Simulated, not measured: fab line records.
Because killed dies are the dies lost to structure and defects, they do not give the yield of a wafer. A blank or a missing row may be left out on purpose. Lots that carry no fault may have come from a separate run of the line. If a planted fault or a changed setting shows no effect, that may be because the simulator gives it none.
fab line records	flow sky130
[record] lots = 14	wafers = 42	last_day = 50
route steps=708 shown FIELD_ISO@3 PWDE@52 VT_ADJUST_LVTN@110 VT_ADJUST_NCORE@130 VT_ADJUST_HVTR@142
lots that met no fault: taken from a fault-free run of the same line
start_h: start of the lot's first displayed wafer, in hours after the record's first day	wait_h: how many hours have passed since the lot's step before this one	" the same as in the row above	L1.1+2: a row that stands for several wafers	- no value, or no start given	* or withheld: withheld	< > ~ a bound
route shown NAME@n: NAME is a module with steps in the file, n the number in the route of the first one	usual: the fault-free wafers' mean and standard deviation	same: alike in all rows	chamber/n: place in a boat	sites: the reading at each site	_std_site: standard deviation of those values	_edge_site: outer sites' mean less inner sites'	radius_mm: how far each site lies from the wafer's centre	mask NAME#n: copy n	behind: the most recent tool/chamber to have shaped the wafer	hold: reason for holding the lot/hours on hold/outcome of the hold	device: the transistor (n, p or np) that didn't switch	end of line: the same wafers' tests at the end of the route	where a step has no rows: the recipe by itself	killed: at the first sort, the dies lost to defects and structure; wafer yield is something else	map: dies across one wafer; x = killed, . = not, _ = none there
set.NAME: the run value of the setting; set.NAME@STEP: its run value at that earlier step	model.NAME: the simulator's own value behind a step, which no gauge read
one table for each step of the route and one row for each wafer, over a sample of lots
services: a tool's chamber out of use, with start hour (start_h, from the record's first day; less than 0 if before it), hours out, and reason
[[steps]]
[step SKY_FIELD_ISO_THK_MEAS_02]
[recipe] reads = SiO2_of_FIELD_ISO_OXIDATION_01
[usual] FIELD_ISO_OXIDATION_00_THK = 12.03/0.24
lot.wafer	tool	chamber	start_h	wait_h	FIELD_ISO_OXIDATION_00_THK[nm]
L753.2	film_metro-02	-	21.64	0.0	11.66
L753.4	"	-	"	"	11.51
L753.5	"	-	"	"	11.86
L754.1	film_metro-03	-	26.63	0.0	12.30
L754.4	"	-	"	"	12.28
L754.5	"	-	"	"	12.25
L756.4	film_metro-02	-	36.77	0.0	11.81
L756.5	"	-	"	"	11.79
L756.6	"	-	"	"	11.81
L757.1	film_metro-03	-	43.03	0.0	12.06
L757.3	"	-	"	"	12.12
L757.4	"	-	"	"	12.09
L759.2	film_metro-03	-	53.27	0.0	12.24
L759.5	"	-	"	"	12.16
L759.6	"	-	"	"	12.32
L766.1	film_metro-02	-	87.74	0.0	11.88
L766.5	"	-	"	"	11.54
L766.6	"	-	"	"	11.64
L767.2	film_metro-03	-	91.91	0.0	12.01
L767.3	"	-	"	"	12.11
L767.4	"	-	"	"	12.15
L768.2	film_metro-03	-	98.78	0.0	12.01
L768.4	"	-	"	"	12.07
L768.6	"	-	"	"	11.80
L769.1	film_metro-03	-	103.11	0.0	12.43
L769.4	"	-	"	"	11.99
L769.6	"	-	"	"	12.28
L770.3	film_metro-03	-	108.67	0.0	12.19
L770.5	"	-	"	"	12.02
L770.6	"	-	"	"	12.24
L771.3	film_metro-02	-	112.96	0.0	11.73
L771.4	"	-	"	"	11.53
L771.6	"	-	"	"	11.54
L772.1	film_metro-03	-	117.58	0.0	12.32
L772.2	"	-	"	"	11.99
L772.6	"	-	"	"	12.03
L773.1	film_metro-02	-	121.63	0.0	12.19
L773.4	"	-	"	"	11.87
L773.6	"	-	"	"	12.21
L774.3	film_metro-03	-	127.06	0.0	11.69
L774.5	"	-	"	"	11.44
L774.6	"	-	"	"	11.62
[step SKY_FIELD_ISO_CD_MEAS_13]
[recipe] target_cd_nm = 150
[usual] cd_nm = 150.0/1.7
lot.wafer	tool	chamber	start_h	wait_h	cd_nm
L753.2	cd_sem-01	-	39.55	-	152.1
L753.4	"	-	"	"	151.0
L753.5	"	-	"	"	152.6
L754.1	cd_sem-02	-	43.13	-	149.4
L754.4	"	-	"	"	149.2
L754.5	"	-	"	"	148.8
L756.4	cd_sem-02	-	54.90	-	147.5
L756.5	"	-	"	"	147.3
L756.6	"	-	"	"	148.5
L757.1	cd_sem-02	-	60.34	-	148.7
L757.3	"	-	"	"	148.8
L757.4	"	-	"	"	147.7
L759.2	cd_sem-02	-	70.70	-	149.9
L759.5	"	-	"	"	149.8
L759.6	"	-	"	"	148.6
L766.1	cd_sem-02	-	106.33	-	146.9
L766.5	"	-	"	"	149.8
L766.6	"	-	"	"	147.1
L767.2	cd_sem-01	-	112.30	-	150.7
L767.3	"	-	"	"	149.8
L767.4	"	-	"	"	150.6
L768.2	cd_sem-01	-	119.05	-	150.7
L768.4	"	-	"	"	151.5
L768.6	"	-	"	"	152.1
L769.1	cd_sem-01	-	123.33	-	151.5
L769.4	"	-	"	"	149.0
L769.6	"	-	"	"	150.8
L770.3	cd_sem-01	-	129.82	-	150.5
L770.5	"	-	"	"	152.0
L770.6	"	-	"	"	151.3
L771.3	cd_sem-01	-	133.57	-	150.4
L771.4	"	-	"	"	150.8
L771.6	"	-	"	"	150.7
L772.1	cd_sem-01	-	138.84	-	152.3
L772.2	"	-	"	"	152.5
L772.6	"	-	"	"	152.7
L773.1	cd_sem-01	-	144.24	-	152.2
L773.4	"	-	"	"	153.3
L773.6	"	-	"	"	153.2
L774.3	cd_sem-01	-	149.18	-	147.7
L774.5	"	-	"	"	147.6
L774.6	"	-	"	"	147.5
[step SKY_PWDE_OVL_MEAS_07]
[usual] PWDE_OVL = -0.4/1
lot.wafer	tool	chamber	start_h	wait_h	PWDE_OVL[nm]
L753.2	overlay-02	-	80.89	-	-0.7
L753.4	"	-	"	"	-1.4
L753.5	"	-	"	"	-0.3
L754.1	overlay-02	-	84.63	-	-1.3
L754.4	"	-	"	"	-0.6
L754.5	"	-	"	"	-0.5
L756.4	overlay-01	-	95.75	-	-1.5
L756.5	"	-	"	"	0.7
L756.6	"	-	"	"	-0.5
L757.1	overlay-01	-	100.28	-	-0.9
L757.3	"	-	"	"	-0.2
L757.4	"	-	"	"	-1.6
L759.2	overlay-01	-	113.79	-	0.9
L759.5	"	-	"	"	-0.7
L759.6	"	-	"	"	0.3
L766.1	overlay-02	-	152.54	-	-0.3
L766.5	"	-	"	"	0.5
L766.6	"	-	"	"	1.1
L767.2	overlay-01	-	157.60	-	-1.8
L767.3	"	-	"	"	-1.4
L767.4	"	-	"	"	0.0
L768.2	overlay-02	-	163.59	-	-1.7
L768.4	"	-	"	"	0.7
L768.6	"	-	"	"	-0.3
L769.1	overlay-02	-	171.94	-	-0.9
L769.4	"	-	"	"	0.4
L769.6	"	-	"	"	0.5
L770.3	overlay-01	-	178.64	-	-2.4
L770.5	"	-	"	"	0.0
L770.6	"	-	"	"	-1.4
L771.3	overlay-02	-	185.09	-	1.1
L771.4	"	-	"	"	0.1
L771.6	"	-	"	"	-0.7
L772.1	overlay-02	-	188.09	-	-0.2
L772.2	"	-	"	"	0.8
L772.6	"	-	"	"	0.9
L773.1	overlay-02	-	191.33	-	0.3
L773.4	"	-	"	"	0.6
L773.6	"	-	"	"	0.4
L774.3	overlay-01	-	196.64	-	0.7
L774.5	"	-	"	"	-0.2
L774.6	"	-	"	"	-0.5
[step SKY_VT_ADJUST_LVTN_COAT_13]
[recipe] resist = NOVOLAK	spin_rpm = 3000	resist_thk_nm = 1140
[usual] chill_plate_temp_C = 23.01/0.11	dispense_pressure_kPa = 47.5/2.8	resist_line_temp_C = 22.97/0.095
lot.wafer	tool	chamber	start_h	wait_h	chill_plate_temp_C	dispense_pressure_kPa	resist_line_temp_C
L753.2	litho_track-03	0	164.26	0.1	23.03	51.5	22.97
L753.4	"	0	"	"	23.01	51.5	22.85
L753.5	"	0	"	"	23.02	51.5	22.95
L754.1	litho_track-02	0	170.73	0.1	23.11	45.7	22.87
L754.4	"	0	"	"	23.13	45.7	22.92
L754.5	"	0	"	"	23.03	45.7	23.01
L756.4	litho_track-01	-	182.86	0.1	-	-	-
L756.5	"	-	"	"	-	-	-
L756.6	"	-	"	"	-	-	-
L757.1	litho_track-01	-	190.23	0.1	-	-	-
L757.3	"	-	"	"	-	-	-
L757.4	"	-	"	"	-	-	-
L759.2	litho_track-03	0	205.21	0.1	23.14	51.5	22.84
L759.5	"	0	"	"	23.12	51.5	23.00
L759.6	"	0	"	"	23.08	51.5	22.88
L766.1	litho_track-01	0	251.83	0.1	22.82	45.2	22.77
L766.5	"	0	"	"	23.13	45.2	22.75
L766.6	"	0	"	"	22.97	45.3	22.87
L767.2	litho_track-03	0	256.95	0.1	23.06	51.5	22.98
L767.3	"	0	"	"	22.95	51.5	23.06
L767.4	"	0	"	"	23.00	51.5	22.90
L768.2	litho_track-03	0	263.15	0.1	22.94	51.5	23.00
L768.4	"	0	"	"	22.97	51.5	23.01
L768.6	"	0	"	"	22.94	51.5	22.97
L769.1	litho_track-03	0	275.38	0.1	22.92	51.5	22.93
L769.4	"	0	"	"	23.01	51.5	22.91
L769.6	"	0	"	"	22.85	51.4	23.00
L770.3	litho_track-03	0	283.83	0.1	22.95	51.5	23.01
L770.5	"	0	"	"	23.10	51.5	22.90
L770.6	"	0	"	"	23.16	51.4	22.96
L771.3	litho_track-01	0	289.88	0.1	22.98	45.3	22.97
L771.4	"	0	"	"	22.85	45.3	23.05
L771.6	"	0	"	"	22.79	45.3	23.14
L772.1	litho_track-03	0	292.18	0.1	23.04	51.5	22.92
L772.2	"	0	"	"	23.11	51.5	23.14
L772.6	"	0	"	"	23.02	51.5	23.02
L773.1	litho_track-01	0	297.78	0.1	23.21	45.2	22.99
L773.4	"	0	"	"	23.16	45.3	22.90
L773.6	"	0	"	"	23.18	45.3	23.00
L774.3	litho_track-02	0	331.58	0.1	23.10	45.7	23.06
L774.5	"	0	"	"	23.08	45.7	23.03
L774.6	"	0	"	"	23.12	45.7	23.10
[step SKY_VT_ADJUST_LVTN_OVL_MEAS_18]
[usual] VT_ADJUST_LVTN_01_OVL = -0.3/1.2
lot.wafer	tool	chamber	start_h	wait_h	VT_ADJUST_LVTN_01_OVL[nm]
L753.2	overlay-01	-	174.14	0.1	0.0
L753.4	"	-	"	"	-1.9
L753.5	"	-	"	"	-2.3
L754.1	overlay-01	-	180.98	0.1	-0.8
L754.4	"	-	"	"	2.2
L754.5	"	-	"	"	-0.8
L756.4	overlay-02	-	193.30	0.1	-
L756.5	"	-	"	"	-
L756.6	"	-	"	"	-
L757.1	overlay-01	-	200.78	0.1	-
L757.3	"	-	"	"	-
L757.4	"	-	"	"	-
L759.2	overlay-02	-	216.64	0.1	-1.9
L759.5	"	-	"	"	0.4
L759.6	"	-	"	"	-0.8
L766.1	overlay-01	-	263.68	0.1	-0.3
L766.5	"	-	"	"	0.5
L766.6	"	-	"	"	1.1
L767.2	overlay-02	-	268.64	0.1	0.1
L767.3	"	-	"	"	-0.1
L767.4	"	-	"	"	-2.5
L768.2	overlay-02	-	275.44	0.1	-1.9
L768.4	"	-	"	"	-2.5
L768.6	"	-	"	"	-1.4
L769.1	overlay-01	-	287.98	0.1	0.5
L769.4	"	-	"	"	0.9
L769.6	"	-	"	"	1.3
L770.3	overlay-01	-	296.55	0.1	1.7
L770.5	"	-	"	"	1.5
L770.6	"	-	"	"	0.0
L771.3	overlay-02	-	302.44	0.1	-0.9
L771.4	"	-	"	"	-2.6
L771.6	"	-	"	"	-2.0
L772.1	overlay-02	-	304.83	0.1	-0.1
L772.2	"	-	"	"	-1.0
L772.6	"	-	"	"	0.1
L773.1	overlay-01	-	310.48	0.1	0.2
L773.4	"	-	"	"	-0.3
L773.6	"	-	"	"	1.5
L774.3	overlay-01	-	345.29	0.1	1.4
L774.5	"	-	"	"	0.9
L774.6	"	-	"	"	-1.1
[step SKY_VT_ADJUST_NCORE_TW_MEAS_11]
[usual] VT_ADJUST_NCORE_TW = 219.1/2.7
lot.wafer	tool	chamber	start_h	wait_h	VT_ADJUST_NCORE_TW
L753.2	film_metro-04	-	195.05	0.1	222.0
L753.4	"	-	"	"	221.8
L753.5	"	-	"	"	222.1
L754.1	film_metro-03	-	203.09	0.1	214.9
L754.4	"	-	"	"	216.8
L754.5	"	-	"	"	216.6
L756.4	film_metro-04	-	216.02	0.1	253.8
L756.5	"	-	"	"	253.5
L756.6	"	-	"	"	253.3
L757.1	film_metro-03	-	223.89	0.1	247.2
L757.3	"	-	"	"	246.9
L757.4	"	-	"	"	245.8
L759.2	film_metro-03	-	238.95	0.1	215.0
L759.5	"	-	"	"	216.0
L759.6	"	-	"	"	214.3
L766.1	film_metro-03	-	288.85	0.1	215.2
L766.5	"	-	"	"	216.0
L766.6	"	-	"	"	215.6
L767.2	film_metro-02	-	294.65	0.1	220.5
L767.3	"	-	"	"	221.5
L767.4	"	-	"	"	220.2
L768.2	film_metro-02	-	300.35	0.1	222.1
L768.4	"	-	"	"	221.3
L768.6	"	-	"	"	222.0
L769.1	film_metro-04	-	313.29	0.1	222.5
L769.4	"	-	"	"	222.3
L769.6	"	-	"	"	223.8
L770.3	film_metro-02	-	322.22	0.1	221.3
L770.5	"	-	"	"	220.2
L770.6	"	-	"	"	221.1
L771.3	film_metro-04	-	328.81	0.1	221.5
L771.4	"	-	"	"	221.1
L771.6	"	-	"	"	223.2
L772.1	film_metro-03	-	330.51	0.1	216.0
L772.2	"	-	"	"	216.0
L772.6	"	-	"	"	216.6
L773.1	film_metro-03	-	337.65	0.1	216.1
L773.4	"	-	"	"	215.6
L773.6	"	-	"	"	214.9
L774.3	film_metro-04	-	373.45	0.1	219.3
L774.5	"	-	"	"	219.4
L774.6	"	-	"	"	220.3
[step SKY_VT_ADJUST_HVTR_TW_MEAS_11]
[usual] VT_ADJUST_HVTR_TW = 214.4/1.3
lot.wafer	tool	chamber	start_h	wait_h	VT_ADJUST_HVTR_TW
L753.2	film_metro-02	-	217.36	0.1	213.9
L753.4	"	-	"	"	214.9
L753.5	"	-	"	"	214.5
L754.1	film_metro-04	-	225.14	0.1	214.4
L754.4	"	-	"	"	213.7
L754.5	"	-	"	"	215.0
L756.4	film_metro-02	-	238.67	0.1	246.3
L756.5	"	-	"	"	247.0
L756.6	"	-	"	"	245.8
L757.1	film_metro-01	-	246.49	0.1	247.7
L757.3	"	-	"	"	247.2
L757.4	"	-	"	"	247.4
L759.2	film_metro-01	-	262.90	0.1	213.0
L759.5	"	-	"	"	214.2
L759.6	"	-	"	"	214.0
L766.1	film_metro-04	-	314.10	0.1	216.0
L766.5	"	-	"	"	214.3
L766.6	"	-	"	"	215.0
L767.2	film_metro-01	-	319.71	0.1	216.4
L767.3	"	-	"	"	216.1
L767.4	"	-	"	"	216.4
L768.2	film_metro-02	-	326.06	0.1	213.7
L768.4	"	-	"	"	213.3
L768.6	"	-	"	"	213.5
L769.1	film_metro-01	-	339.63	0.1	214.4
L769.4	"	-	"	"	215.6
L769.6	"	-	"	"	215.6
L770.3	film_metro-01	-	349.21	0.1	215.5
L770.5	"	-	"	"	215.4
L770.6	"	-	"	"	215.0
L771.3	film_metro-04	-	356.51	0.1	215.4
L771.4	"	-	"	"	216.2
L771.6	"	-	"	"	215.5
L772.1	film_metro-01	-	357.83	0.1	215.2
L772.2	"	-	"	"	215.8
L772.6	"	-	"	"	215.4
L773.1	film_metro-04	-	365.64	0.1	212.3
L773.4	"	-	"	"	213.3
L773.6	"	-	"	"	214.1
L774.3	film_metro-02	-	403.45	0.1	213.1
L774.5	"	-	"	"	214.1
L774.6	"	-	"	"	212.5
[[services]]
tool	chamber	start_h	hours	kind
litho_track-02	-	251.04	-	consumable_replace:filter
[[key]]
[first_sign] step = SKY_VT_ADJUST_LVTN_COAT_13	reading = tool_record	direction = missing
[effect] step = SKY_VT_ADJUST_LVTN_OVL_MEAS_18	reading = VT_ADJUST_LVTN_01_OVL	direction = missing
[effect] step = SKY_VT_ADJUST_NCORE_TW_MEAS_11	reading = VT_ADJUST_NCORE_TW	direction = up	sigmas = 12	usual = 219.1	struck = 250.1
[effect] step = SKY_VT_ADJUST_HVTR_TW_MEAS_11	reading = VT_ADJUST_HVTR_TW	direction = up	sigmas = 25	usual = 214.4	struck = 246.9
met_at SKY_VT_ADJUST_LVTN_COAT_13
struck_lots L756,L757
sort_left_out L756.4,L756.5,L756.6,L757.1,L757.3,L757.4
tester_left_out L756,L757
not_acting_at SKY_FIELD_ISO_THK_MEAS_02,SKY_FIELD_ISO_CD_MEAS_13,SKY_PWDE_OVL_MEAS_07
[fault] kind = skipped_step_whole	tool = litho_track-01	chamber = -	onset_h = 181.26	steps = SKY_VT_ADJUST_LVTN_COAT_13	scope = struck_lots_only
// tester_left_out: of these lots the tester's yield and bins aren't shown, on N5 and GAA mostly nor the transistor test; their killed dies are dies lost to structure and defects alone, not to doping, threshold or leakage, so they don't give the yield
// sort_left_out: the simulated sort isn't trusted on such a fault, so these wafers' sort isn't shown, and their yield isn't known
